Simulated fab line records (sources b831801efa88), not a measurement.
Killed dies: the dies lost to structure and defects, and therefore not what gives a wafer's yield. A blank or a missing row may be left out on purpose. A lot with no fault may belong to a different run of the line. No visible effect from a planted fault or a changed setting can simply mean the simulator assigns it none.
A lot that was struck, set against a sound lot :: flow sky130 :: 15 out of 708 route steps
Sound: these wafers, L378.1, L378.2, L378.6. The struck wafers were L368.1, L368.3, L368.5. The cause comes at the end.
For every step that has rows: the tool of each side, followed by ch and its chambers, followed by its first start. Under that, the readings that differ: sound wafers :: struck wafers :: difference of the means :: sigmas: that difference in standard deviations of wafers without a fault.
alike: same words and numbers on both sides, and readings whose means sit less than 2 such deviations apart. not compared: any withheld reading, any reading some wafer has no value for, any bound like >300 that may hide the same value, and any number with overlapping values for which the record gives no deviation.
Wherever a step has rows on one side only, a row that says differs or no value, or a row with sigmas, the two part there. Numbers that have no deviation but don't overlap get no sigmas and don't part them. A reading missing from all wafers of one side parts the sides only when that side holds two or more wafers.

first, 3 steps without rows for these wafers: SKY_SONOS_ONO_WET_ETCH_18 (etches Si3N4 in H3PO4, target depth 15 nm, time 172 s); SKY_GATE_OXIDE_CLEAN_00 (cleans in SC1/SC2, time 150 s); SKY_GATE_OXIDE_OXIDATION_01 (stabilise 600 s, purge 300 s, target thk 10.268 nm).
SKY_GATE_OXIDE_THK_MEAS_02:
  sound: film metro-03 at day 20 13:50; struck: film metro-03 at day 17 01:04
  alike: GATE_OXIDE_OXIDATION_00_THK
then, 7 steps without rows for these wafers: SKY_GATE_OXIDE_DEHYDRATE_03 (time 60 s); SKY_GATE_OXIDE_HMDS_04 (prime time 60 s); SKY_GATE_OXIDE_COAT_05 (resist thk 1140 nm); SKY_GATE_OXIDE_SOFTBAKE_06 (time 60 s); SKY_GATE_OXIDE_EXPOSE_07 (exposes mask LVOM, target cd 600 nm); SKY_GATE_OXIDE_PEB_08; SKY_GATE_OXIDE_DEVELOP_09 (develop time 60 s).
SKY_GATE_OXIDE_OVL_MEAS_10:
  sound: overlay-01 at day 21 21:16; struck: overlay-02 at day 18 06:37
  alike: GATE_OXIDE_OVL
SKY_GATE_OXIDE_IMPLANT_11:
  sound on implanter-01 ch 0, day 21 21:19; struck on implanter-02 ch 0, day 18 06:40
reading: dose ions cm2
sound: 2.5968e+12 2.5985e+12 2.6044e+12
struck: 2.6743e+12 2.6773e+12 2.6781e+12
difference: +7.6667e+10
sigmas: +28
then, 1 step without rows for these wafers: SKY_GATE_OXIDE_WET_ETCH_12 (etches SiO2 in dHF, target depth 16.8 nm, time 336 s).
-- here the record skips 31 days between the struck wafers' starts before and after, leaving off in module GATE_OXIDE and picking up in module PAD_OPEN (first step shown: number 708 of the route) --
SKY_PAD_OPEN_PROBE_99:
  sound: prober-02 at day 51 07:19; struck: prober-02 at day 49 04:49
reading: killed at front end
sound: 11 11 10
struck: 19 16 23
difference: +9
sigmas: +2

reading: model.etest.pfet_01v8_lvt.drive ua um
sound: 173.2 174.1 175
struck: 179.2 178.4 178.1
difference: +4.5
sigmas: 

reading: model.etest.pfet_01v8_lvt.off log10 a um
sound: -9.12 -9.133 -9.046
struck: -8.364 -8.263 -8.348
difference: +0.775
sigmas: 

reading: model.etest.pfet_01v8_lvt.vt sat v (V)
sound: -0.4611 -0.4516 -0.4543
struck: -0.3919 -0.3952 -0.4008
difference: +0.0597
sigmas: 

reading: model.etest.pfet_01v8_lvt.vt v (V)
sound: -0.5462 -0.5419 -0.5414
struck: -0.4862 -0.4911 -0.495
difference: +0.0524
sigmas: 

reading: model.etest.pfet_01v8_lvt.vt long v (V)
sound: -0.6628 -0.6582 -0.6544
struck: -0.6087 -0.6137 -0.6135
difference: +0.0465
sigmas: 

reading: model.etest.pfet_01v8_lvt.body rise v (V)
sound: -0.2012 -0.2014 -0.2022
struck: -0.2154 -0.211 -0.2113
difference: -0.0110
sigmas: 
  alike: killed_at_M0_to_M3, killed_at_M4_up, killed at contacts, killed at other, killed dies, killed open, killed short

## WHERE THEY PART
At SKY_GATE_OXIDE_IMPLANT_11 first; at SKY_PAD_OPEN_PROBE_99 last (within this record only).

WHY: whatever the simulator had introduced
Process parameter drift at SKY_GATE_OXIDE_IMPLANT_11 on implanter-02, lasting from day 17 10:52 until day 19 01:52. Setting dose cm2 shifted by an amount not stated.
